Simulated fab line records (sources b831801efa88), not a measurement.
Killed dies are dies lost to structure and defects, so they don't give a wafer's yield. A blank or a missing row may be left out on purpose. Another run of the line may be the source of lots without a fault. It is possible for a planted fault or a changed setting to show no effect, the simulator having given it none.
Split-lot study + flow sfq line + 23 wafers read from 5 lots, route of 325 steps

THE SPLIT ITSELF
At SFQ_TRILAYER_M1_DEP_SPUTTER_037 (material Nb, target thk 200 nm, time 133.3 s), the setting time s was moved away from the recipe's 133.3 s on 11 of the 23 wafers read, by -13.6% to -4.5%. All remaining wafers had this setting at the recipe value.

FROM THE SPLIT TO THE READING: what the file shows between them, 3 steps
- SFQ_M1_RS_MEAS_909: measures by four-point-probe
- SFQ_TRILAYER_M1_LITHO_COAT_044: resist thk 62 nm
- SFQ_TRILAYER_M1_BARC_OPEN_METAL_ETCH_054: etches BARC in O2, target depth 125 nm, time 41.7 s

THE READING
oes product au, in a.u., at SFQ_TRILAYER_M1_ETCH_METAL_ETCH_042 (etches Nb in Cl2/Ar, stops on SiO2, target depth 240 nm, time 120 s). Fault-free wafers of this fab line usually give 0.890 a.u., standard deviation 0.0064 a.u.

| wafer  | tool, chamber at the split | time s as run, s | against the recipe | oes product au, a.u. | against lot-mates on the recipe |
|--------|----------------------------|------------------|--------------------|----------------------|---------------------------------|
| L075.1 | pvd sputter-05, -          | 133.3            | recipe             | 0.889                | -                               |
| L075.3 | pvd sputter-05, -          | 133.3            | recipe             | 0.892                | -                               |
| L075.4 | pvd sputter-05, -          | 133.3            | recipe             | 0.896                | -                               |
| L075.5 | pvd sputter-05, -          | 125.8            | -5.6%              | 0.862                | -0.030                          |
| L075.6 | pvd sputter-05, -          | 125.8            | -5.6%              | 0.871                | -0.021                          |
| L077.1 | pvd sputter-05, -          | 126.9            | -4.8%              | 0.863                | -0.028                          |
| L077.2 | pvd sputter-05, -          | 126.9            | -4.8%              | 0.864                | -0.027                          |
| L077.3 | pvd sputter-05, -          | 126.9            | -4.8%              | 0.859                | -0.032                          |
| L077.4 | pvd sputter-05, -          | 133.3            | recipe             | 0.887                | -                               |
| L077.5 | pvd sputter-05, -          | 133.3            | recipe             | 0.895                | -                               |
| L078.1 | pvd sputter-03, -          | 127.3            | -4.5%              | 0.857                | -0.035                          |
| L078.3 | pvd sputter-03, -          | 133.3            | recipe             | 0.888                | -                               |
| L078.4 | pvd sputter-03, -          | 127.3            | -4.5%              | 0.866                | -0.026                          |
| L078.5 | pvd sputter-03, -          | 127.3            | -4.5%              | 0.886                | -0.006                          |
| L078.6 | pvd sputter-03, -          | 133.3            | recipe             | 0.896                | -                               |
| L079.1 | pvd sputter-06, -          | 115.2            | -13.6%             | 0.820                | -0.075                          |
| L079.2 | pvd sputter-06, -          | 115.2            | -13.6%             | 0.819                | -0.076                          |
| L079.3 | pvd sputter-06, -          | 115.2            | -13.6%             | 0.832                | -0.063                          |
| L079.4 | pvd sputter-06, -          | 133.3            | recipe             | 0.891                | -                               |
| L079.5 | pvd sputter-06, -          | 133.3            | recipe             | 0.898                | -                               |
| L082.1 | pvd sputter-03, -          | 133.3            | recipe             | 0.890                | -                               |
| L082.2 | pvd sputter-03, -          | 133.3            | recipe             | 0.881                | -                               |
| L082.4 | pvd sputter-03, -          | 133.3            | recipe             | 0.899                | -                               |

THE FIT
A straight line over all 23 wafers: oes product au changes by +0.00504 a.u. for each +1% of time s; r = +0.96; the points scatter about the line by 0.0069 a.u.
The same after taking each lot's own level away (the mean of its wafers on the recipe; 23 wafers): +0.00521 a.u. for each +1%; r = +0.96; scatter 0.0067 a.u.
That fit puts the effect of the largest move of time s on the reading at 0.071 a.u.
Across the lots, their own levels run from 0.8900 to 0.8945 a.u., a range of 0.7 times the standard deviation given above.
Consequently the slope shifts little with the lot-to-lot level, the two slopes agreeing.
Check: -0.0695 a.u. against its lot-mates is what the line predicts for one of the wafers moved furthest among these (-13.6%) when that wafer is left out of the fit. It came out at -0.0745 a.u. against them.

OTHER SPLITS ON THESE WAFERS
Other splits were also applied to these wafers ahead of the reading. Each is held against what the fit with the lots' levels taken away leaves over:
| other split on the same wafers                  | wafers away from the commonest value | r with oes product au (lot level and that fit taken away) |
|-------------------------------------------------|--------------------------------------|-----------------------------------------------------------|
| SFQ_TRILAYER_INCOMING_OXIDATION_002 ox time s   | 15                                   | +0.17                                                     |
| SFQ_TRILAYER_L0_LITHO_COAT_005 resist thk nm    | 6                                    | -0.05                                                     |
| SFQ_TRILAYER_M0_DEP_SPUTTER_019 time s          | 4                                    | -0.01                                                     |
| SFQ_TRILAYER_M0_BARC_OPEN_METAL_ETCH_031 time s | 11                                   | +0.11                                                     |
| SFQ_TRILAYER_I0_VIA_LITHO_COAT_036 spin rpm     | 9                                    | +0.31                                                     |

THE WHOLE CHAIN: every reading that the file lists as answering this split, in the file's order
| step                                | what it does                                                        | reading                                                                                   | change (the file's fit)                   | r (the file's) |
|-------------------------------------|---------------------------------------------------------------------|-------------------------------------------------------------------------------------------|-------------------------------------------|----------------|
| SFQ_TRILAYER_M1_DEP_SPUTTER_037     | material Nb, target thk 200 nm, time 133.3 s                        | Nb_of_TRILAYER_M1_DEP_SPUTTER_037.thk nm (the simulator's own value, which no gauge read) | +2 nm for each +1% of the setting         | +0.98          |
| SFQ_M1_RS_MEAS_909                  | measures by four-point-probe                                        | M1_NB_RS                                                                                  | -0.0101 for each +1% of the setting       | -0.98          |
| SFQ_TRILAYER_M1_ETCH_METAL_ETCH_042 | etches Nb in Cl2/Ar, stops on SiO2, target depth 240 nm, time 120 s | oes product au                                                                            | +0.00522 a.u. for each +1% of the setting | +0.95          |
| SFQ_TRILAYER_M1_ETCH_METAL_ETCH_042 | etches Nb in Cl2/Ar, stops on SiO2, target depth 240 nm, time 120 s | M1.feature depth nm (the simulator's own value, which no gauge read)                      | +1.98 nm for each +1% of the setting      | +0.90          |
| SFQ_TRILAYER_M1_ETCH_METAL_ETCH_042 | etches Nb in Cl2/Ar, stops on SiO2, target depth 240 nm, time 120 s | etch.depth nm (the simulator's own value, which no gauge read)                            | +1.81 nm for each +1% of the setting      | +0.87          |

THE FILE'S OWN FIT
oes product au changes by +0.00522 a.u. for each +1% of time s, r = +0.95.
